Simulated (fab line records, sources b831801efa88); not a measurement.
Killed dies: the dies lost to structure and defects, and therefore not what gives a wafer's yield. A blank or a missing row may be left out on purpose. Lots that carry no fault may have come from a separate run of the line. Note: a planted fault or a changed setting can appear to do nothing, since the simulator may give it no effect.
2 desks looking at one fault | flow gf180mcu | each desk holds nothing but its own numbers, with what lay behind them at the end

## FROM THE METROLOGY DESK
What the gauges read, lot by lot, whatever tool the lot ran on: means of the sampled wafers that have a number. If a lot's mean is further than 4 standard deviations from the usual mean, the lot is out of limits and carries the mark OUT (the distance appears in the brackets).
Columns: A = cdNm at GF_V5_CD_MEAS_14, usual 260.2 nm; B = V5_OVL at GF_V5_OVL_MEAS_15, usual 0 nm
lot  | first seen here | A     | B
L883 | day 27 07:06    | 260.5 | 1
L886 | day 28 06:19    | 259.6 | -11
L889 | day 29 00:57    | 260.3 | -1
L890 | day 29 08:40    | 261.6 | 3
L897 | day 31 08:01    | 258.6 | -4
L905 | day 33 05:32    | 261.7 | -2
This desk's verdict: no lot among the 6 shows anything out of limits.

## TOOL OWNER'S DESK, pvdSputter-02
The tool's own readings at GF_V5_SPUTTER_22 (material TiN, target thk 10 nm, time 40 s): means of the sampled wafers that have a number, for each lot that ran on this tool. If a lot's mean is further than 4 standard deviations from the usual mean, the lot is out of limits and carries the mark OUT (the distance appears in the brackets).
Columns: A = throttleValvePct at GF_V5_SPUTTER_22, usual 29.6 %
lot  | first seen here | A
L886 | day 28 07:13    | 29.5
L889 | day 29 01:52    | 29.7
L890 | day 29 09:37    | 29.5
This desk's verdict: no lot among the 3 shows anything out of limits.

## PUT TOGETHER
From the metrology desk's view, nothing was out of limits.
Nothing out of limits was seen by the tool owner's desk.

## WHAT THE SIMULATOR HAD INSERTED
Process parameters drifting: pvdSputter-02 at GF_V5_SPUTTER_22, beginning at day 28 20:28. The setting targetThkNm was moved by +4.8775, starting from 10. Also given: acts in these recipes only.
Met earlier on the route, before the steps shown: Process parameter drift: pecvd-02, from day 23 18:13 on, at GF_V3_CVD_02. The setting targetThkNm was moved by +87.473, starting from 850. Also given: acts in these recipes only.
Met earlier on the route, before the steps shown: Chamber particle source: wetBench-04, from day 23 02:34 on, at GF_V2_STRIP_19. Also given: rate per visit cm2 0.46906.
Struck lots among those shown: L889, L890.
